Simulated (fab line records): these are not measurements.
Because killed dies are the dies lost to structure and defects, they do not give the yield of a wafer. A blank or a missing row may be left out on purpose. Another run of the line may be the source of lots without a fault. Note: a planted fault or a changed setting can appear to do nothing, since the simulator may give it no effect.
fab line records ; flow sky130
record lots=15; wafers=44; last_day=50
route steps=708 shown LDD_LDN@301 CONTACT@410 METAL1@451 VIA1@458
lots that met no fault: from a run of the same line without faults
start_h: hours from the record's first day to the start of the lot's first wafer shown ; wait_h: hours since the lot's step before ; " same as the row above ; L1.1+2: one row covering several wafers at once ; - either no value or no given start ; * or withheld: withheld ; < > ~ a bound
route shown NAME@n: NAME is a module with steps in the file, n the number in the route of the first one ; usual: the fault-free wafers' mean and standard deviation ; same: alike in all rows ; chamber/n: place in a boat ; sites: each site's reading ; _std_site: standard deviation of those values ; _edge_site: outer sites' mean less inner sites' ; radius_mm: how far each site lies from the wafer's centre ; mask NAME#n: copy n ; behind: the last tool/chamber to shape the wafer ; hold: the reason the lot was held/the length of the hold in hours/how it ended ; device: transistor that didn't switch, given as n, p or np ; end of line: at the end of the route, the tests of the same wafers ; a step given without rows: its recipe and nothing more ; killed: the dies lost at the first sort to structure and to defects; this is not the yield of the wafer ; map: per-die view of a wafer (x killed, . not killed, _ where there is no die)
set.NAME: the setting that was run; set.NAME@STEP: the one run at that earlier step ; model.NAME: the simulator's own value behind a step, which no gauge read
one table for each step of the route and one row for each wafer, over a sample of lots
services: from which hour (start_h, from the record's first day; less than 0 if before it) a tool's chamber was out of use, for how many hours, and why
## steps
# step SKY_LDD_LDN_STRIP_12
# recipe chemistry=O2/N2; power_w=1400; pressure_mtorr=1500; platen_temp_c=withheld; o2_flow_sccm=3000; n2_flow_sccm=300; overash_fraction=0.5
# usual drypump_motor_current_A=5.2/0.37; oes_product_au=0.716/0.0042; strip_time_to_endpoint_s=14.19/0.035
lot.wafer;tool;chamber;start_h;wait_h;drypump_motor_current_A;oes_product_au;rf_hours_counter_h;strip_time_to_endpoint_s
L685.1;plasma_asher-03;0;524.53;0.1;5.4;0.715;8;14.20
L685.3;plasma_asher-03;0;524.53;0.1;5.4;0.715;-;14.18
L685.6;plasma_asher-03;1;524.53;0.1;5.2;0.719;-;14.18
L687.1;plasma_asher-03;1;544.25;0.1;5.2;0.724;10;14.25
L687.3;plasma_asher-03;0;544.25;0.1;5.4;0.712;-;14.21
L687.5;plasma_asher-03;1;544.25;0.1;5.2;0.710;-;14.22
L688.1;plasma_asher-03;0;553.70;0.1;5.4;0.715;11;14.20
L688.2;plasma_asher-03;1;553.70;0.1;5.2;0.717;11;14.17
L688.3;plasma_asher-03;0;553.70;0.1;5.4;0.716;-;14.12
L690.2;plasma_asher-01;0;569.70;0.1;5.9;0.716;44;14.19
L690.5;plasma_asher-01;1;569.70;0.1;4.7;0.716;-;14.22
L690.6;plasma_asher-01;0;569.70;0.1;5.9;0.713;-;14.15
L691.2;plasma_asher-04;1;584.80;0.1;5.2;0.721;91;14.17
L691.4;plasma_asher-04;0;584.80;0.1;4.9;0.719;-;14.15
L691.6;plasma_asher-04;0;584.80;0.1;4.9;0.720;-;14.17
L692.4;plasma_asher-01;1;601.38;0.1;4.6;0.709;-;14.21
L692.5;plasma_asher-01;1;601.38;0.1;4.6;0.717;-;14.22
L692.6;plasma_asher-01;0;601.38;0.1;5.9;0.719;-;14.23
L693.2;plasma_asher-03;0;605.30;0.1;5.4;0.716;16;14.15
L693.4;plasma_asher-03;0;605.30;0.1;5.4;0.716;-;14.17
L693.6;plasma_asher-03;0;605.30;0.1;5.4;0.716;-;14.17
L694.1;plasma_asher-03;1;611.30;0.1;5.2;0.710;17;14.23
L694.3;plasma_asher-03;0;611.30;0.1;5.4;0.716;-;14.18
L694.5;plasma_asher-03;1;611.30;0.1;5.2;0.724;-;14.16
L695.1;plasma_asher-03;0;622.50;0.1;5.4;0.721;18;14.14
L695.5;plasma_asher-03;0;622.50;0.1;5.4;0.719;-;14.12
L695.6;plasma_asher-03;1;622.50;0.1;5.2;0.718;-;14.14
L696.1;plasma_asher-01;0;628.35;0.1;5.9;0.720;50;14.22
L696.5;plasma_asher-01;1;628.35;0.1;4.6;0.719;-;14.24
L702.1;plasma_asher-04;1;673.70;0.1;5.2;0.715;100;14.17
L702.4;plasma_asher-04;1;673.70;0.1;5.2;0.718;-;14.14
L702.5;plasma_asher-04;1;673.70;0.1;5.2;0.718;-;14.14
L704.2;plasma_asher-03;0;693.25;0.1;5.4;0.718;25;14.19
L704.4;plasma_asher-03;0;693.25;0.1;5.4;0.714;-;14.15
L704.6;plasma_asher-03;0;693.25;0.1;5.4;0.715;-;14.15
L705.1;plasma_asher-03;0;711.70;0.1;5.4;0.717;26;14.14
L705.2;plasma_asher-03;1;711.70;0.1;5.2;0.718;26;14.17
L705.6;plasma_asher-03;1;711.70;0.1;5.2;0.724;-;14.17
L706.1;plasma_asher-03;0;720.80;0.1;5.4;0.719;27;14.19
L706.4;plasma_asher-03;0;720.80;0.1;5.4;0.719;-;14.21
L706.5;plasma_asher-03;1;720.80;0.1;5.2;0.721;-;14.17
L707.1;plasma_asher-01;1;722.00;0.1;4.6;0.714;59;14.18
L707.3;plasma_asher-01;1;722.00;0.1;4.7;0.719;-;14.15
L707.6;plasma_asher-01;1;722.00;0.1;4.6;0.725;-;14.14
# step SKY_CONTACT_CMP_04
# recipe material=SiO2; down_force_psi=4; platen_rpm=60; pad_velocity_m_s=0.94248
# usual motor_current_A=12.4/1.8; time_to_endpoint_s=84/4
lot.wafer;tool;chamber;start_h;wait_h;motor_current_A;time_to_endpoint_s
L685.1;cmp-01;0;709.75;0.1;14.1;87
L685.3;cmp-01;2;709.75;0.1;10.9;83
L685.6;cmp-01;0;709.75;0.1;14.1;91
L687.3;cmp-02;2;726.46;0.1;10.7;78
L687.1;cmp-02;3;726.46;0.1;11.5;84
L687.5;cmp-02;1;726.46;0.1;9.2;83
L688.2;cmp-02;1;735.95;0.0;10.0;94
L688.1;cmp-02;3;735.95;0.0;11.1;87
L688.3;cmp-02;0;735.95;0.0;12.5;86
L690.2;cmp-02;2;749.13;0.1;10.7;84
L690.6;cmp-02;0;749.13;0.1;12.0;81
L690.5;cmp-02;1;749.13;0.1;9.5;81
L691.2;cmp-02;0;763.50;0.1;12.6;82
L691.4;cmp-02;1;763.50;0.1;9.6;85
L691.6;cmp-02;0;763.50;0.1;12.6;80
L692.4;cmp-01;3;776.93;0.1;15.5;80
L692.6;cmp-01;1;776.93;0.1;11.9;77
L692.5;cmp-01;2;776.93;0.1;11.6;87
L693.2;cmp-01;3;780.16;0.0;16.4;73
L693.4;cmp-01;1;780.16;0.0;11.2;78
L693.6;cmp-01;3;780.16;0.0;15.1;79
L694.1;cmp-02;0;787.60;0.1;12.6;88
L694.3;cmp-02;2;787.60;0.1;10.6;84
L694.5;cmp-02;0;787.60;0.1;12.5;82
L695.1;cmp-01;1;797.59;0.1;11.4;85
L695.6;cmp-01;0;797.59;0.1;13.6;79
L695.5;cmp-01;1;797.59;0.1;12.1;84
L696.1;cmp-01;2;802.64;0.1;11.5;85
L696.5;cmp-01;0;802.64;0.1;13.8;78
L702.1;cmp-01;0;846.00;0.1;14.3;83
L702.4;cmp-01;1;846.00;0.1;11.8;81
L702.5;cmp-01;3;846.00;0.1;14.9;80
L704.2;cmp-01;1;864.98;0.1;11.5;88
L704.4;cmp-01;3;864.98;0.1;15.4;83
L704.6;cmp-01;0;864.98;0.1;13.6;90
L705.1;cmp-02;1;881.31;0.1;9.1;88
L705.2;cmp-02;2;881.31;0.1;11.1;79
L705.6;cmp-02;3;881.31;0.1;11.5;81
L706.1;cmp-01;3;888.77;0.1;14.3;88
L706.4;cmp-01;1;888.77;0.1;11.7;84
L706.5;cmp-01;3;888.77;0.1;15.8;88
L707.3;cmp-01;1;890.84;0.1;11.9;84
L707.1;cmp-01;3;890.84;0.1;15.5;83
L707.6;cmp-01;0;890.84;0.1;13.2;87
# step SKY_METAL1_DESCUM_17
# recipe chemistry=O2; source_power_w=150; bias_power_w=0; pressure_mtorr=10; temp_c=40; time_s=8
# usual drypump_motor_current_A=5.79/0.27; oes_product_au=1.004/0.01
lot.wafer;tool;chamber;start_h;wait_h;drypump_motor_current_A;oes_product_au;rf_hours_counter_h
L685.1;rie_metal-02;1;767.72;0.0;5.46;0.996;6
L685.3;rie_metal-02;0;767.72;0.0;6.06;0.998;-
L685.6;rie_metal-02;0;767.72;0.0;6.06;1.011;-
L687.1;rie_metal-01;0;784.02;0.0;5.73;0.995;5
L687.3;rie_metal-01;0;784.02;0.0;5.72;0.995;-
L687.5;rie_metal-01;1;784.02;0.0;5.85;1.009;-
L688.1;rie_metal-01;0;792.52;0.0;5.73;0.994;5
L688.2;rie_metal-01;1;792.52;0.0;5.88;1.020;8
L688.3;rie_metal-01;1;792.52;0.0;5.87;1.016;-
L690.2;rie_metal-02;1;805.52;0.0;5.49;0.986;7
L690.5;rie_metal-02;0;805.52;0.0;6.03;1.000;-
L690.6;rie_metal-02;1;805.52;0.0;5.47;0.991;-
L691.2;rie_metal-02;1;820.07;0.0;5.46;1.002;8
L691.4;rie_metal-02;1;820.07;0.0;5.48;0.995;-
L691.6;rie_metal-02;1;820.07;0.0;5.48;0.997;-
L692.4;rie_metal-03;0;832.88;0.0;5.47;1.002;-
L692.5;rie_metal-03;1;832.88;0.0;6.28;1.000;-
L692.6;rie_metal-03;0;832.88;0.0;5.46;1.013;-
L693.2;rie_metal-01;0;835.87;0.0;5.74;1.003;7
L693.4;rie_metal-01;0;835.87;0.0;5.73;1.004;-
L693.6;rie_metal-01;0;835.87;0.0;5.71;1.004;-
L694.1;rie_metal-02;1;843.75;0.0;5.46;1.005;9
L694.3;rie_metal-02;1;843.75;0.0;5.46;1.000;-
L694.5;rie_metal-02;0;843.75;0.0;6.05;0.995;-
L695.1;rie_metal-03;1;854.03;0.0;6.27;0.990;4
L695.5;rie_metal-03;1;854.03;0.0;6.29;0.987;-
L695.6;rie_metal-03;0;854.03;0.0;5.48;0.993;-
L696.1;rie_metal-01;0;858.23;0.0;5.74;1.009;8
L696.5;rie_metal-01;1;858.23;0.0;5.88;1.024;-
L702.1;rie_metal-03;1;900.87;0.0;6.28;1.005;6
L702.4;rie_metal-03;1;900.87;0.0;6.26;1.003;-
L702.5;rie_metal-03;0;900.87;0.0;5.48;0.990;-
L704.2;rie_metal-01;0;919.63;0.0;5.68;1.004;10
L704.4;rie_metal-01;0;919.63;0.0;5.70;1.002;-
L704.6;rie_metal-01;1;919.63;0.0;5.88;1.023;-
L705.1;rie_metal-02;0;933.88;0.0;6.03;1.002;16
L705.2;rie_metal-02;1;933.88;0.0;5.49;1.001;13
L705.6;rie_metal-02;1;933.88;0.0;5.49;1.005;-
L706.1;rie_metal-02;0;941.83;0.0;6.06;1.001;17
L706.4;rie_metal-02;0;941.83;0.0;6.08;0.997;-
L706.5;rie_metal-02;0;941.83;0.0;6.04;1.007;-
L707.1;rie_metal-01;1;944.42;0.0;5.87;1.018;14
L707.3;rie_metal-01;0;944.42;0.0;5.72;0.998;-
L707.6;rie_metal-01;0;944.42;0.0;5.71;1.000;-
# step SKY_VIA1_HDPCVD_00
# recipe material=SiO2; target_thk_nm=1030; sigma_open_frac=0.3; time_s=171.7; temp_c=400; sih4_flow_sccm=60; pressure_mtorr=6
# usual pressure_mtorr=5.999/0.012
lot.wafer;tool;chamber;start_h;wait_h;pressure_mtorr
L685.1;hdpcvd-02;1;768.61;0.0;5.998
L685.3;hdpcvd-02;0;768.61;0.0;6.009
L685.6;hdpcvd-02;1;768.61;0.0;6.000
L687.1;hdpcvd-01;0;784.83;0.0;6.030
L687.3;hdpcvd-01;1;784.83;0.0;6.014
L687.5;hdpcvd-01;0;784.83;0.0;5.996
L688.1;hdpcvd-01;0;793.31;0.0;5.997
L688.2;hdpcvd-01;1;793.31;0.0;5.993
L688.3;hdpcvd-01;2;793.31;0.0;6.004
L690.2;hdpcvd-02;1;806.29;0.0;6.007
L690.5;hdpcvd-02;1;806.29;0.0;6.002
L690.6;hdpcvd-02;0;806.29;0.0;6.021
L691.2;hdpcvd-01;0;820.89;0.0;6.007
L691.4;hdpcvd-01;2;820.89;0.0;6.001
L691.6;hdpcvd-01;0;820.89;0.0;6.012
L692.4;hdpcvd-01;1;833.81;0.1;6.006
L692.5;hdpcvd-01;2;833.81;0.1;5.998
L692.6;hdpcvd-01;0;833.81;0.1;5.981
L693.2;hdpcvd-02;1;836.76;0.0;5.996
L693.4;hdpcvd-02;0;836.76;0.0;5.993
L693.6;hdpcvd-02;1;836.76;0.0;6.012
L694.1;hdpcvd-01;1;844.57;0.0;5.993
L694.3;hdpcvd-01;0;844.57;0.0;5.997
L694.5;hdpcvd-01;0;844.57;0.0;5.999
L695.1;hdpcvd-01;2;855.32;0.0;5.986
L695.5;hdpcvd-01;0;855.32;0.0;6.014
L695.6;hdpcvd-01;2;855.32;0.0;5.981
L696.1;hdpcvd-01;0;859.12;0.0;5.980
L696.5;hdpcvd-01;2;859.12;0.0;5.986
L702.1;hdpcvd-02;2;901.64;0.0;5.992
L702.4;hdpcvd-02;1;901.64;0.0;6.002
L702.5;hdpcvd-02;0;901.64;0.0;6.007
L704.2;hdpcvd-01;0;920.41;0.0;6.015
L704.4;hdpcvd-01;0;920.41;0.0;6.011
L704.6;hdpcvd-01;1;920.41;0.0;5.994
L705.1;hdpcvd-02;0;934.68;0.0;6.011
L705.2;hdpcvd-02;2;934.68;0.0;6.003
L705.6;hdpcvd-02;1;934.68;0.0;6.010
L706.1;hdpcvd-01;1;942.60;0.0;6.014
L706.4;hdpcvd-01;1;942.60;0.0;5.983
L706.5;hdpcvd-01;2;942.60;0.0;6.014
L707.1;hdpcvd-02;1;945.20;0.0;6.017
L707.3;hdpcvd-02;2;945.20;0.0;6.002
L707.6;hdpcvd-02;2;945.20;0.0;5.999
# step SKY_VIA1_THK_MEAS_01
# recipe reads=SiO2_of_VIA1_HDPCVD_00
# usual VIA1_HDPCVD_THK=1036/10
lot.wafer;tool;chamber;start_h;wait_h;VIA1_HDPCVD_THK[nm]
L685.1;film_metro-03;-;768.72;0.1;1034
L685.3;film_metro-03;-;768.72;0.1;1041
L685.6;film_metro-03;-;768.72;0.1;1040
L687.1;film_metro-03;-;784.94;0.1;1035
L687.3;film_metro-03;-;784.94;0.1;1033
L687.5;film_metro-03;-;784.94;0.1;1026
L688.1;film_metro-02;-;793.42;0.1;1029
L688.2;film_metro-02;-;793.42;0.1;1032
L688.3;film_metro-02;-;793.42;0.1;1039
L690.2;film_metro-02;-;806.47;0.1;1043
L690.5;film_metro-02;-;806.47;0.1;1028
L690.6;film_metro-02;-;806.47;0.1;1048
L691.2;film_metro-02;-;821.01;0.1;1030
L691.4;film_metro-02;-;821.01;0.1;1035
L691.6;film_metro-02;-;821.01;0.1;1023
L692.4;film_metro-04;-;833.90;0.0;1027
L692.5;film_metro-04;-;833.90;0.0;1034
L692.6;film_metro-04;-;833.90;0.0;1011
L693.2;film_metro-02;-;836.88;0.1;1036
L693.4;film_metro-02;-;836.88;0.1;1063
L693.6;film_metro-02;-;836.88;0.1;1048
L694.1;film_metro-04;-;844.68;0.1;1032
L694.3;film_metro-04;-;844.68;0.1;1018
L694.5;film_metro-04;-;844.68;0.1;402
L695.1;film_metro-02;-;855.43;0.1;1033
L695.5;film_metro-02;-;855.43;0.1;386
L695.6;film_metro-02;-;855.43;0.1;1030
L696.1;film_metro-04;-;859.24;0.1;1016
L696.5;film_metro-04;-;859.24;0.1;390
L702.1;film_metro-04;-;901.76;0.1;1043
L702.4;film_metro-04;-;901.76;0.1;1018
L702.5;film_metro-04;-;901.76;0.1;1024
L704.2;film_metro-04;-;920.54;0.1;1023
L704.4;film_metro-04;-;920.54;0.1;1014
L704.6;film_metro-04;-;920.54;0.1;1031
L705.1;film_metro-02;-;934.80;0.1;1018
L705.2;film_metro-02;-;934.80;0.1;1036
L705.6;film_metro-02;-;934.80;0.1;1033
L706.1;film_metro-02;-;942.71;0.1;1040
L706.4;film_metro-02;-;942.71;0.1;1045
L706.5;film_metro-02;-;942.71;0.1;1029
L707.1;film_metro-03;-;945.31;0.1;1035
L707.3;film_metro-03;-;945.31;0.1;1036
L707.6;film_metro-03;-;945.31;0.1;1035
## services
tool;chamber;start_h;hours;kind
plasma_asher-03;-;513.85;1.7;repair
hdpcvd-02;-;531.35;6.0;pm
cmp-01;-;536.93;2.2;repair
hdpcvd-02;-;537.35;14.6;pm
cmp-01;-;547.51;1.1;repair
cmp-02;-;572.00;4.0;pm
hdpcvd-02;-;579.06;4.4;repair
cmp-02;-;605.34;4.4;pm
cmp-01;-;608.81;3.1;repair
cmp-02;-;612.15;2.2;repair
cmp-01;-;623.38;5.1;pm
cmp-01;-;637.39;3.4;repair
hdpcvd-02;-;650.75;15.0;pm
rie_metal-02;-;653.93;13.0;repair
hdpcvd-01;-;688.03;1.8;repair
cmp-01;-;712.41;9.4;repair
cmp-01;-;726.25;2.4;repair
cmp-01;-;747.53;5.4;pm
cmp-01;-;752.95;4.0;pm
cmp-01;-;760.57;0.6;repair
cmp-01;-;770.32;0.8;repair
plasma_asher-03;-;788.75;2.1;repair
plasma_asher-03;-;790.91;9.2;repair
cmp-01;-;809.20;3.0;repair
## key
first_sign step=SKY_VIA1_THK_MEAS_01; reading=VIA1_HDPCVD_THK; direction=down; sigmas=63; usual=1036; struck=393
effect none on later readings
met_at SKY_VIA1_HDPCVD_00
struck_lots L694,L695,L696
struck_wafers L694.5,L695.5,L696.5
sort_left_out L694.5,L695.5,L696.5
not_acting_at SKY_LDD_LDN_STRIP_12,SKY_CONTACT_CMP_04,SKY_METAL1_DESCUM_17
onset_between 833.81 844.57
fault kind=process_parameter_drift; tool=hdpcvd-01; chamber=-; onset_h=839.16; steps=SKY_VIA1_HDPCVD_00; channel=target_thk_nm; offset=-646.52; shape=step; end_h=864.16; scope=struck_wafers_only; acts_in=these_recipes_only; stated=1030
# sort_left_out: the simulated sort isn't trusted on such a fault, so these wafers' sort isn't shown, and their yield isn't known
